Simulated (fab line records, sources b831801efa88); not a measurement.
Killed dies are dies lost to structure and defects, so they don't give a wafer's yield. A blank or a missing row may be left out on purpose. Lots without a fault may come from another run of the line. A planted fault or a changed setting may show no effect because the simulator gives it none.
fab line records | flow sky130
record lots=11 wafers=33 last_day=51
route steps=708 shown VT_ADJUST_LVTN@106 VT_ADJUST_HVTR@138 SONOS_ONO@168 PAD_OPEN@708
lots that met no fault: from a run of the same line without faults
start_h: hours from the record's first day to the start of the lot's first wafer shown | wait_h: hours since the lot's step before | " the same as in the row above | L1.1+2: a row that stands for several wafers | - no value, or no start given | * or withheld: withheld | < > ~ a bound
route shown NAME@n: a module of which the file shows steps, and the number in the route of the first | usual: mean/standard deviation of fault-free wafers | same: alike in all rows | chamber/n: place in a boat | sites: the reading at each site | _std_site: their standard deviation | _edge_site: outer sites' mean less inner sites' | radius_mm: how far each site lies from the wafer's centre | mask NAME#n: copy n | behind: the tool/chamber that last shaped the wafer | hold: why the lot was held/for how many hours/how that ended | device: the transistor (n, p or np) that didn't switch | end of line: the same wafers' tests at the end of the route | a step without rows: its recipe alone | killed: dies lost to structure and defects at the first sort, not the wafer's yield | map: a wafer's dies, x killed, . not, _ none there
set.NAME: the setting as run; set.NAME@STEP: as run at that earlier step | model.NAME: the simulator's own value behind a step, which no gauge read
steps of the route over a sample of lots; a table a step, a row a wafer
services: from which hour (start_h, from the record's first day; less than 0 if before it) a tool's chamber was out of use, for how many hours, and why
## steps
# step SKY_VT_ADJUST_LVTN_STRIP_09
# recipe chemistry=O2/N2 power_w=1400 pressure_mtorr=1500 platen_temp_c=withheld o2_flow_sccm=3000 n2_flow_sccm=300 overash_fraction=0.5
# usual drypump_motor_current_A=5.6/0.58 oes_product_au=0.723/0.0044 strip_time_to_endpoint_s=36.91/0.1
# columns lot.wafer tool chamber start_h wait_h drypump_motor_current_A oes_product_au rf_hours_counter_h strip_time_to_endpoint_s
L341.1 plasma_asher-02 0 142.36 0.1 5.7 0.723 2 36.89
L341.2 " 1 " " 4.9 0.720 2 36.83
L341.3 " 0 " " 5.7 0.723 - 36.85
L342.2 plasma_asher-02 1 164.71 0.1 4.9 0.725 4 36.90
L342.3 " 1 " " 4.9 0.727 - 36.87
L342.6 " 1 " " 4.9 0.727 - 36.84
L346.3 plasma_asher-02 0 168.94 0.1 5.7 0.722 - 36.85
L346.4 " 1 " " 4.9 0.731 - 36.92
L346.5 " 0 " " 5.7 0.719 - 36.87
L347.3 plasma_asher-03 0 176.14 0.1 6.6 0.720 - 36.80
L347.5 " 1 " " 5.5 0.719 - 36.76
L347.6 " 0 " " 6.5 0.732 - 36.82
L352.1 plasma_asher-02 0 206.89 0.1 5.7 0.720 9 36.86
L352.2 " 1 " " 4.9 0.721 9 36.80
L352.3 " 1 " " 4.9 0.720 - 36.79
L357.1 plasma_asher-02 0 248.39 0.1 5.7 0.716 13 36.86
L357.3 " 0 " " 5.8 0.724 - 36.95
L357.4 " 1 " " 4.9 0.723 - 36.94
L358.3 plasma_asher-02 0 255.08 0.1 5.7 0.725 - 37.06
L358.5 " 1 " " 4.9 0.722 - 36.97
L358.6 " 0 " " 5.7 0.717 - 37.08
L360.1 plasma_asher-04 1 266.96 0.1 6.0 0.718 56 36.96
L360.2 " 0 " " 6.5 0.724 56 36.94
L360.3 " 0 " " 6.5 0.724 - 36.88
L361.1 plasma_asher-04 0 281.50 0.1 6.4 0.720 57 36.94
L361.2 " 1 " " 6.0 0.726 57 37.04
L361.3 " 0 " " 6.5 0.727 - 36.92
L362.1 plasma_asher-02 1 302.40 0.1 4.9 0.720 19 36.97
L362.3 " 0 " " 5.7 0.717 - 36.93
L362.6 " 1 " " 4.9 0.714 - 36.82
L363.1 plasma_asher-02 1 313.35 0.1 4.9 0.720 21 36.77
L363.3 " 0 " " 5.7 0.719 - 36.79
L363.4 " 1 " " 4.9 0.727 - 36.74
# step SKY_VT_ADJUST_HVTR_CD_MEAS_07
# recipe target_cd_nm=380
# usual cd_nm=380.9/2.5
# columns lot.wafer tool chamber start_h wait_h cd_nm
L341.1 cd_sem-01 - 202.06 0.1 377.9
L341.2 " - " " 377.2
L341.3 " - " " 378.9
L342.2 cd_sem-02 - 228.23 0.1 381.9
L342.3 " - " " 381.8
L342.6 " - " " 383.3
L346.3 cd_sem-01 - 232.12 0.2 382.6
L346.4 " - " " 383.7
L346.5 " - " " 383.6
L347.3 cd_sem-01 - 240.95 0.1 384.6
L347.5 " - " " 385.1
L347.6 " - " " 383.7
L352.1 cd_sem-01 - 277.32 0.1 380.7
L352.2 " - " " 381.8
L352.3 " - " " 378.1
L357.1 cd_sem-01 - 322.37 0.1 382.0
L357.3 " - " " 381.1
L357.4 " - " " 379.5
L358.3 cd_sem-01 - 330.55 0.1 381.7
L358.5 " - " " 379.9
L358.6 " - " " 381.4
L360.1 cd_sem-01 - 345.26 0.1 383.3
L360.2 " - " " 384.4
L360.3 " - " " 385.9
L361.1 cd_sem-01 - 361.01 0.1 380.2
L361.2 " - " " 381.8
L361.3 " - " " 379.5
L362.1 cd_sem-02 - 383.71 0.1 380.4
L362.3 " - " " 382.3
L362.6 " - " " 381.3
L363.1 cd_sem-02 - 396.51 0.1 378.3
L363.3 " - " " 377.5
L363.4 " - " " 377.8
# step SKY_VT_ADJUST_HVTR_OVL_MEAS_08
# usual VT_ADJUST_HVTR_OVL=0.2/1.4
# columns lot.wafer tool chamber start_h wait_h VT_ADJUST_HVTR_OVL[nm]
L341.1 overlay-02 - 202.18 0.1 1.7
L341.2 " - " " 1.9
L341.3 " - " " -0.1
L342.2 overlay-02 - 228.34 0.1 1.2
L342.3 " - " " 0.7
L342.6 " - " " 1.5
L346.3 overlay-01 - 232.21 0.1 1.1
L346.4 " - " " 2.4
L346.5 " - " " 0.6
L347.3 overlay-02 - 241.04 0.1 2.2
L347.5 " - " " -0.7
L347.6 " - " " 0.4
L352.1 overlay-01 - 277.44 0.1 0.5
L352.2 " - " " -1.5
L352.3 " - " " 0.8
L357.1 overlay-01 - 322.49 0.1 -0.9
L357.3 " - " " 0.1
L357.4 " - " " -0.8
L358.3 overlay-01 - 330.64 0.1 0.4
L358.5 " - " " -0.6
L358.6 " - " " 0.7
L360.1 overlay-02 - 345.38 0.1 0.1
L360.2 " - " " -0.5
L360.3 " - " " 1.5
L361.1 overlay-02 - 361.13 0.1 0.2
L361.2 " - " " 0.6
L361.3 " - " " 0.3
L362.1 overlay-01 - 383.83 0.1 -1.1
L362.3 " - " " -0.8
L362.6 " - " " -0.7
L363.1 overlay-01 - 396.63 0.1 -0.1
L363.3 " - " " 0.1
L363.4 " - " " -0.6
# step SKY_SONOS_ONO_OXIDATION_00
# recipe temp_c=800 ambient=O2 idle_temp_c=700 ramp_up_c_per_min=10 ramp_down_c_per_min=3 stabilise_s=600 purge_s=300 target_thk_a=26 ox_time_s=1249
# usual spike_tc_bottom_C=819/4.1 spike_tc_centre_C=798.8/1.3 spike_tc_lower_C=800.7/1.4 spike_tc_top_C=809.2/1.9 spike_tc_upper_C=800.4/1.3 tube_center_temp_C=800/0.076 tube_center_temp_C_max=802.1/0.32 zone_power_centre_pct=14.7/0.38 zone_power_upper_pct=14.41/0.15
# same stabilise_s=600
# columns lot.wafer tool chamber start_h wait_h spike_tc_bottom_C spike_tc_centre_C spike_tc_lower_C spike_tc_top_C spike_tc_upper_C tube_center_temp_C tube_center_temp_C_max zone_power_centre_pct zone_power_upper_pct
L341.1 furnace-02 0 252.99 4.8 822 798.6 800.1 808.7 800.6 800.07 801.8 15.1 14.43
L341.2 " 0 " " 820 798.6 802.3 806.5 801.7 799.88 801.8 14.8 14.50
L341.3 " 0 " " 821 799.3 802.9 808.4 800.8 800 802.1 15.0 14.63
L342.2 furnace-01 0 276.63 0.0 813 798.8 799.6 811.6 799.5 800.03 802.6 14.0 14.47
L342.3 " 0 " " 813 799.7 798.9 812.0 799.2 799.97 802.0 14.4 14.49
L342.6 " 0 " " 813 800.6 799.4 809.9 798.9 800 802.1 14.2 14.15
L346.3 furnace-02 0 281.63 1.2 822 798.8 802.7 808.1 800.7 799.97 801.9 14.8 14.34
L346.4 " 0 " " 821 798.3 799.8 807.9 799.9 799.94 802.0 15.0 14.47
L346.5 " 0 " " 822 796.3 801.9 808.2 800.1 800.1 802.3 14.9 14.54
L347.3 furnace-02 0 291.74 1.0 823 799.5 801.2 807.9 801.8 800.2 802.0 15.1 14.16
L347.5 " 0 " " 821 798.2 802.4 807.0 800.7 800.07 801.8 14.8 14.54
L347.6 " 0 " " 821 799.1 800.3 807.7 800.8 799.9 802.1 15.3 14.15
L352.1 furnace-02 0 329.52 0.0 822 799.6 801.2 808.1 800.3 799.95 802.0 14.9 14.31
L352.2 " 0 " " 823 798.0 801.1 808.1 799.7 799.97 802.0 14.9 14.69
L352.3 " 0 " " 821 797.8 799.0 809.3 800.2 799.84 801.6 15.0 14.40
L357.1 furnace-02 0 381.32 3.6 810 786.0 788.7 795.6 790.1 788.34 790.5 14.4 14.16
L357.3 " 0 " " 811 787.5 789.8 798.2 789.9 788.36 790.2 14.7 14.07
L357.4 " 0 " " 811 786.2 788.6 795.4 788.8 788.37 790.0 14.3 14.01
L358.3 furnace-02 0 388.16 0.8 811 787.5 789.7 798.8 789.4 788.42 790.0 14.6 14.03
L358.5 " 0 " " 811 783.9 789.0 797.1 789.6 788.43 790.8 14.8 14.09
L358.6 " 0 " " 812 786.8 790.8 796.8 789.8 788.38 790.4 14.4 13.96
L360.1 furnace-01 0 403.07 0.6 813 799.7 797.3 813.3 797.9 799.91 801.6 14.4 14.46
L360.2 " 0 " " 814 800.2 798.3 812.5 799.6 800.05 802.0 14.1 14.57
L360.3 " 0 " " 814 799.5 801.3 811.6 798.4 799.99 801.7 14.1 14.26
L361.1 furnace-01 0 420.45 0.4 812 801.0 800.5 811.5 799.5 800.04 802.0 14.4 14.48
L361.2 " 0 " " 813 800.0 800.9 810.3 799.6 799.95 802.3 14.2 14.43
L361.3 " 0 " " 814 799.7 798.5 811.5 798.7 799.88 801.8 14.4 14.04
L362.1 furnace-02 0 445.26 0.0 821 799.3 801.3 807.3 801.3 800.01 802.0 14.8 14.58
L362.3 " 0 " " 823 798.5 803.2 808.2 803.4 799.89 801.7 14.8 14.59
L362.6 " 0 " " 821 797.1 801.8 808.8 800.9 799.96 803.1 15.0 14.40
L363.1 furnace-01 0 461.33 2.3 814 800.7 800.3 811.5 800.3 799.98 801.7 14.1 13.99
L363.3 " 0 " " 814 801.5 798.7 812.2 799.9 800.08 801.9 14.0 14.40
L363.4 " 0 " " 814 800.0 798.0 811.3 799.0 799.9 802.8 14.0 14.38
# step SKY_SONOS_ONO_THK_MEAS_01
# recipe reads=SiO2_of_SONOS_ONO_OXIDATION_00
# usual SONOS_ONO_OXIDATION_THK=2.59/0.06
# columns lot.wafer tool chamber start_h wait_h SONOS_ONO_OXIDATION_THK[nm]
L341.1 film_metro-01 - 254.33 0.0 2.67
L341.2 " - " " 2.61
L341.3 " - " " 2.53
L342.2 film_metro-02 - 277.99 0.0 2.53
L342.3 " - " " 2.58
L342.6 " - " " 2.54
L346.3 film_metro-02 - 283.00 0.0 2.69
L346.4 " - " " 2.68
L346.5 " - " " 2.71
L347.3 film_metro-01 - 293.10 0.0 2.57
L347.5 " - " " 2.55
L347.6 " - " " 2.59
L352.1 film_metro-03 - 330.87 0.0 2.54
L352.2 " - " " 2.58
L352.3 " - " " 2.55
L357.1 film_metro-02 - 382.67 0.0 2.10
L357.3 " - " " 2.08
L357.4 " - " " 2.18
L358.3 film_metro-02 - 389.52 0.0 2.21
L358.5 " - " " 2.12
L358.6 " - " " 2.14
L360.1 film_metro-02 - 404.41 0.0 2.54
L360.2 " - " " 2.58
L360.3 " - " " 2.51
L361.1 film_metro-02 - 421.80 0.0 2.61
L361.2 " - " " 2.57
L361.3 " - " " 2.59
L362.1 film_metro-03 - 446.60 0.0 2.57
L362.3 " - " " 2.53
L362.6 " - " " 2.60
L363.1 film_metro-01 - 462.67 0.0 2.61
L363.3 " - " " 2.61
L363.4 " - " " 2.71
# step SKY_PAD_OPEN_PROBE_99
# usual killed_at_M0_to_M3=44/6.8 killed_at_M4_up=2.9/1.9 killed_at_contacts=24/5.2 killed_at_front_end=16/4.1 killed_at_other=0.4/0.74 killed_dies=88/9.1 killed_open=48/7.2 killed_short=39/5.6
# same gross_dies=492 killed_at_back_side=0
# columns lot.wafer tool chamber start_h wait_h killed_at_M0_to_M3 killed_at_M4_up killed_at_contacts killed_at_front_end killed_at_other killed_dies killed_open killed_short
L352.1 prober-01 - 1133.28 0.1 26 5 26 7 1 65 30 35
L352.2 prober-01 - 1133.33 0.1 46 4 26 21 0 97 59 38
L352.3 prober-01 - 1133.38 0.2 45 1 28 12 0 86 45 41
L357.1 prober-02 - 1166.37 0.1 46 7 23 21 1 98 63 34
L357.4 prober-02 - 1166.52 0.2 40 1 23 21 0 85 42 43
L361.1 prober-02 - 1189.98 0.1 44 2 20 25 2 93 56 37
L361.2 prober-02 - 1190.03 0.1 37 2 21 14 0 74 42 32
L361.3 prober-02 - 1190.08 0.2 48 1 22 17 0 88 47 41
# killed by level:class
L352.1 CONTACT:geometric_particle:open=9 METAL1:geometric_particle:short=7 LI_CONTACT:geometric_particle:open=6 VIA1:geometric_particle:open=6 CONTACT:geometric_particle:short=5 POLY_GATE:geometric_particle:short=4 METAL4:geometric_particle:short=4 VIA2:geometric_particle:open=4
L352.2 VIA1:geometric_particle:open=10 VIA3:geometric_particle:open=10 CONTACT:geometric_particle:short=9 CONTACT:geometric_particle:open=9 METAL2:geometric_particle:short=7 FIELD_ISO:geometric_particle:open=6 VIA2:geometric_particle:open=6 LI_CONTACT:geometric_particle:open=5
L352.3 CONTACT:geometric_particle:open=10 VIA1:geometric_particle:open=8 LI_CONTACT:geometric_particle:short=7 METAL1:geometric_particle:short=7 VIA3:geometric_particle:open=7 LI_CONTACT:geometric_particle:open=6 METAL2:geometric_particle:short=5 VIA2:geometric_particle:open=5
L357.1 LI_CONTACT:geometric_particle:open=12 VIA2:geometric_particle:open=12 POLY_GATE:geometric_particle:open=8 VIA1:geometric_particle:open=8 VIA3:geometric_particle:open=7 METAL4:geometric_particle:short=6 VIA2:geometric_particle:short=5 POLY_GATE:geometric_particle:short=4
L357.4 VIA1:geometric_particle:open=10 LI_CONTACT:geometric_particle:open=8 VIA2:geometric_particle:open=7 FIELD_ISO:geometric_particle:short=6 CONTACT:geometric_particle:short=6 METAL1:geometric_particle:short=6 CONTACT:geometric_particle:open=6 POLY_GATE:geometric_particle:short=5
L361.1 METAL1:geometric_particle:short=10 VIA2:geometric_particle:open=8 POLY_GATE:geometric_particle:open=8 VIA1:geometric_particle:open=8 VIA3:geometric_particle:open=8 POLY_GATE:geometric_particle:short=6 CONTACT:geometric_particle:open=6 LI_CONTACT:geometric_particle:open=5
L361.2 VIA1:geometric_particle:open=8 LI_CONTACT:geometric_particle:open=7 CONTACT:geometric_particle:open=6 METAL2:geometric_particle:short=6 POLY_GATE:geometric_particle:short=5 METAL1:geometric_particle:short=5 VIA1:geometric_particle:short=5 VIA3:geometric_particle:open=5
L361.3 VIA1:geometric_particle:open=11 VIA3:geometric_particle:open=8 LI_CONTACT:geometric_particle:open=7 CONTACT:geometric_particle:open=7 POLY_GATE:geometric_particle:open=6 VIA2:geometric_particle:short=6 FIELD_ISO:geometric_particle:short=5 POLY_GATE:geometric_particle:short=5
## services
# columns tool chamber start_h hours kind
furnace-02 - 119.59 3.4 pm
furnace-02 - 135.15 44.6 pm
plasma_asher-02 - 143.48 1.0 repair
plasma_asher-04 - 153.00 2.8 pm
plasma_asher-04 - 184.13 0.9 repair
furnace-01 - 191.63 2.5 pm
plasma_asher-04 - 196.42 8.0 repair
plasma_asher-03 - 207.13 0.5 repair
plasma_asher-04 - 229.68 6.0 repair
furnace-01 - 232.80 10.8 repair
furnace-02 - 243.89 4.7 pm
furnace-01 - 249.16 4.0 pm
plasma_asher-04 - 250.60 13.1 repair
furnace-02 - 287.37 2.9 pm
plasma_asher-03 - 287.53 2.8 pm
plasma_asher-04 - 296.92 14.6 pm
plasma_asher-03 - 299.26 14.6 pm
plasma_asher-04 - 405.42 1.8 repair
furnace-01 - 408.75 3.6 pm
plasma_asher-04 - 421.25 9.0 pm
plasma_asher-04 0 421.25 9.0 vent_cycle
plasma_asher-04 1 421.25 9.0 vent_cycle
plasma_asher-03 - 443.10 3.8 repair
furnace-02 - 454.50 2.8 pm
## key
first_sign step=SKY_SONOS_ONO_OXIDATION_00 reading=tube_center_temp_C direction=down sigmas=99+ usual=* struck=*
effect step=SKY_SONOS_ONO_OXIDATION_00 reading=tube_center_temp_C_max direction=down sigmas=37 usual=* struck=*
effect step=SKY_SONOS_ONO_THK_MEAS_01 reading=SONOS_ONO_OXIDATION_THK direction=down sigmas=7.5 usual=2.59 struck=2.14
met_at SKY_SONOS_ONO_OXIDATION_00
struck_lots L357,L358
tester_left_out L357,L358
not_acting_at SKY_VT_ADJUST_LVTN_STRIP_09,SKY_VT_ADJUST_HVTR_CD_MEAS_07,SKY_VT_ADJUST_HVTR_OVL_MEAS_08
onset_between 329.52 381.32
fault kind=process_parameter_drift tool=furnace-02 chamber=- onset_h=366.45 steps=SKY_SONOS_ONO_OXIDATION_00 channel=temp_c offset=* shape=step end_h=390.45 acts_in=* stated=*
# tester_left_out: of these lots the tester's yield and bins aren't shown, on N5 and GAA mostly nor the transistor test; their killed dies are dies lost to structure and defects alone, not to doping, threshold or leakage, so they don't give the yield
